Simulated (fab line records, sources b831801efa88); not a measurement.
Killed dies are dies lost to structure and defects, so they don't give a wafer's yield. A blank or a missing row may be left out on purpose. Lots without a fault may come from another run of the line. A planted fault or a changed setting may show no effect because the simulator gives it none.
Which tool did it? | flow gf180mcu | 14 lots, 42 wafers sampled, at 2 steps of a route of 602

WHAT THE GAUGES READ, wafer by wafer
GF_V3_CD_MEAS_14: target cd 260 nm.
lot  | measured     | on        | cd_nm (nm)
L226 | day 22 23:05 | cd_sem-02 | 261.2 260.9 260.9
L228 | day 23 18:52 | cd_sem-02 | 261.6 260.9 259.8
L229 | day 24 06:20 | cd_sem-01 | 261.6 261.1 260.9
L230 | day 24 14:59 | cd_sem-02 | 261.1 262.0 261.1
L232 | day 25 08:29 | cd_sem-01 | 258.1 258.4 260.0
L233 | day 25 14:02 | cd_sem-01 | 260.1 258.8 258.9
L234 | day 25 22:14 | cd_sem-02 | 259.4 259.5 260.3
L235 | day 26 01:46 | cd_sem-01 | 258.0 257.4 259.2
L236 | day 26 15:17 | cd_sem-01 | 260.6 259.9 259.9
L237 | day 26 16:49 | cd_sem-02 | 260.6 260.2 260.1
L238 | day 27 12:43 | cd_sem-01 | 260.3 259.7 260.8
L242 | day 28 05:01 | cd_sem-02 | 260.3 260.2 260.7
L243 | day 28 13:22 | cd_sem-01 | 260.2 260.7 260.7
L246 | day 29 06:52 | cd_sem-01 | 260.1 258.6 260.0

WHICH TOOL RAN EACH LOT (tool, then ch and the chambers of the sampled wafers, then the start)
lot  | GF_CONTACT_CLEAN_21
L226 | wet_bench-03 ch 2, day 16 17:53
L228 | wet_bench-03 ch 1, day 17 14:02
L229 | wet_bench-03 ch 0, day 18 02:03
L230 | wet_bench-01 ch 1, day 18 10:47
L232 | wet_bench-01 ch 1, day 19 06:11
L233 | wet_bench-04 ch 2, day 19 12:43
L234 | wet_bench-04 ch 2, day 19 21:20
L235 | wet_bench-03 ch 2, day 20 01:34
L236 | wet_bench-03 ch 0, day 20 14:54
L237 | wet_bench-03 ch 0, day 20 18:11
L238 | wet_bench-04 ch 1, day 21 15:26
L242 | wet_bench-03 ch 0, day 22 11:12
L243 | wet_bench-03 ch 0, day 22 20:25
L246 | wet_bench-01 ch 0, day 23 18:26
- GF_CONTACT_CLEAN_21: cleans in dHF, time 20 s.

WHAT THE TOOLS THEMSELVES READ (means of the sampled wafers that have a number; where no wafer has one, the mark that the record gives instead)
The record holds no such reading with a usual standard deviation.

THE ANSWER, worked out from the rows above alone
Rule: what is usual is taken from the lots themselves. Put in order of their means at a reading, lots are off if they are a third of the lots or fewer, leave a main group of 4 or more, and stand apart from it by a gap of 3 or more times the standard deviation of the main group's means; of several such gaps the widest counts. A main group whose means are all the same, to the digits that the tables above print for the reading, isn't used. A lot without any number at a reading at which 4 lots or more have one is off too. The other lots that the step has rows for count as sound. The gauges are gone through in route order, then the tools' own readings, and for those a lot's mean is taken as printed above. The first step at which some lot is off is used, and at that step the reading that is off furthest; a lot without a number counts as furthest.
No lot is off at any reading shown: from this, nothing can be told.

WHAT THE SIMULATOR HAD PUT IN
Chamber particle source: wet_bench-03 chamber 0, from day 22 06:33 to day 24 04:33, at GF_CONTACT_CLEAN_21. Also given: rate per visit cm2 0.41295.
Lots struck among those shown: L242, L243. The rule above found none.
